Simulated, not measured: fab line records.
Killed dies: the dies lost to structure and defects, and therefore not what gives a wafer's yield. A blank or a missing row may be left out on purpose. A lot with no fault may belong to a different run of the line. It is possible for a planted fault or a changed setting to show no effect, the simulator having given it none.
Shared-tool check -- flow gf180mcu -- Sample size 10 lots and 30 wafers

== THE REASON FOR OPENING IT ==
GF_HV_LDD_TW_MEAS_23, reading HV_LDD_2_TW: flagged on 1 of 10 lots. Wafers without a fault read 1055, standard deviation 10.
Rule: a lot is flagged in two cases, either no wafer of it has a number, or all its wafers with numbers fall more than 4 standard deviations from that mean. The rest of the lots are taken to be sound.

lot,measured,on,"HV_LDD_2_TW, wafer by wafer",flag
L963,day 10 18:49,film-metro-02,1059 1057 1061,
L966,day 12 04:32,film-metro-03,1043 1043 1046,
L968,day 12 15:02,film-metro-02,1072 1064 1067,
L969,day 12 20:01,film-metro-04,1058 1052 1060,
L971,day 13 11:31,film-metro-02,1065 1073 1066,
L972,day 13 16:50,film-metro-03,1036 1041 1042,
L973,day 14 04:28,film-metro-04,1057 1060 1059,
L977,day 15 10:47,film-metro-02,1064 1062 1064,
L981,day 16 10:42,film-metro-03,1038 1041 1036,
L984,day 17 13:01,film-metro-02,30 30 30,FLAGGED
The numbers of the flagged lots are 30 on average: -1025 against the usual, or -99 or more standard deviations.

== LOT BY LOT: THE TOOL USED ==
3 process steps preceding the reading are held in the record, out of 602 steps in the route. Read each cell as the tool, then ch plus the chambers that the sampled wafers visited, then the start.
lot,flag,GF_STI_ETCH_14,GF_MVPSD_STRIP_10,GF_HV_LDD_EXPOSE_16
L963,,"rie-si-01 ch 0,2,3, day 2 01:41","plasma-asher-02 ch 0,1, day 5 01:26","iline-stepper-02 ch 0, day 10 09:49"
L966,,"rie-si-02 ch 1,3, day 2 18:12","plasma-asher-02 ch 0,1, day 6 03:44","iline-stepper-02 ch 0, day 11 18:46"
L968,,"rie-si-01 ch 1,2,3, day 3 02:14","plasma-asher-01 ch 0,1, day 6 12:43","iline-stepper-02 ch 0, day 12 04:53"
L969,,"rie-si-01 ch 0,1, day 3 12:06","plasma-asher-03 ch 0,1, day 6 17:22","iline-stepper-02 ch 0, day 12 10:30"
L971,,"rie-si-01 ch 0,1,3, day 3 19:47","plasma-asher-01 ch 0,1, day 7 02:58","iline-stepper-02 ch 0, day 13 01:04"
L972,,"rie-si-01 ch 0,2, day 4 01:56","plasma-asher-03 ch 0,1, day 7 07:47","iline-stepper-02 ch 0, day 13 06:46"
L973,,"rie-si-01 ch 1,2,3, day 4 05:00","plasma-asher-01 ch 0,1, day 7 14:58","iline-stepper-02 ch 0, day 13 17:29"
L977,,"rie-si-02 ch 1,3, day 5 02:05","plasma-asher-03 ch 1, day 8 15:29","iline-stepper-01 ch 0, day 14 23:35"
L981,,"rie-si-02 ch 0,2,3, day 5 22:17","plasma-asher-03 ch 0,1, day 9 13:02","iline-stepper-02 ch 0, day 15 23:53"
L984,FLAGGED,"rie-si-01 ch 0,2, day 6 14:08","plasma-asher-01 ch 0,1, day 10 05:16","iline-stepper-02 ch 0, day 17 01:31"
These steps, and what they do:
- GF_STI_ETCH_14: etches Si in HBr/Cl2/O2, target depth 360 nm, time 102.9 s.
- GF_MVPSD_STRIP_10: strips in O2/N2.
- GF_HV_LDD_EXPOSE_16: exposes mask Pplus LV AREA, target cd 400 nm.
- GF_HV_LDD_TW_MEAS_23

== FLAGGED AGAINST TOTAL, ONE TOOL AT A TIME (gauges that did the reading follow at the end) ==
step,tool,lots run,flagged,share of the flagged lots,sound lots run after its first flagged lot
GF_STI_ETCH_14,rie-si-01,7,1,all,0
GF_STI_ETCH_14,rie-si-02,3,0,none,-
GF_MVPSD_STRIP_10,plasma-asher-01,4,1,all,0
GF_MVPSD_STRIP_10,plasma-asher-02,2,0,none,-
GF_MVPSD_STRIP_10,plasma-asher-03,4,0,none,-
GF_HV_LDD_EXPOSE_16,iline-stepper-01,1,0,none,-
GF_HV_LDD_EXPOSE_16,iline-stepper-02,9,1,all,0
GF_HV_LDD_TW_MEAS_23,film-metro-02,5,1,all,0
GF_HV_LDD_TW_MEAS_23,film-metro-03,3,0,none,-
GF_HV_LDD_TW_MEAS_23,film-metro-04,2,0,none,-

== WHAT THE TABLE PERMITS ==
4 rows of the table ran every flagged lot: rie-si-01 at GF_STI_ETCH_14, plasma-asher-01 at GF_MVPSD_STRIP_10, iline-stepper-02 at GF_HV_LDD_EXPOSE_16, film-metro-02 at GF_HV_LDD_TW_MEAS_23.
- rie-si-01 at GF_STI_ETCH_14: 1 of its 7 lots flagged. A fault beginning between L973 (day 4 05:00), its last sound lot, and L984 (day 6 14:08), its first flagged one, fits the data.
- plasma-asher-01 at GF_MVPSD_STRIP_10: 1 of its 4 lots flagged. A fault beginning between L973 (day 7 14:58), its last sound lot, and L984 (day 10 05:16), its first flagged one, fits the data.
- iline-stepper-02 at GF_HV_LDD_EXPOSE_16: 1 of its 9 lots flagged. A fault beginning between L981 (day 15 23:53), its last sound lot, and L984 (day 17 01:31), its first flagged one, fits the data.
- film-metro-02 at GF_HV_LDD_TW_MEAS_23: 1 of its 5 lots flagged. A fault beginning between L977 (day 15 10:47), its last sound lot, and L984 (day 17 13:01), its first flagged one, fits the data.
Because each of these 4 tools fits a fault that began at some hour, counting lots does not separate them. More lots, or a look at what each step does to the wafer, might.

== WHAT THE SIMULATOR PUT IN ==
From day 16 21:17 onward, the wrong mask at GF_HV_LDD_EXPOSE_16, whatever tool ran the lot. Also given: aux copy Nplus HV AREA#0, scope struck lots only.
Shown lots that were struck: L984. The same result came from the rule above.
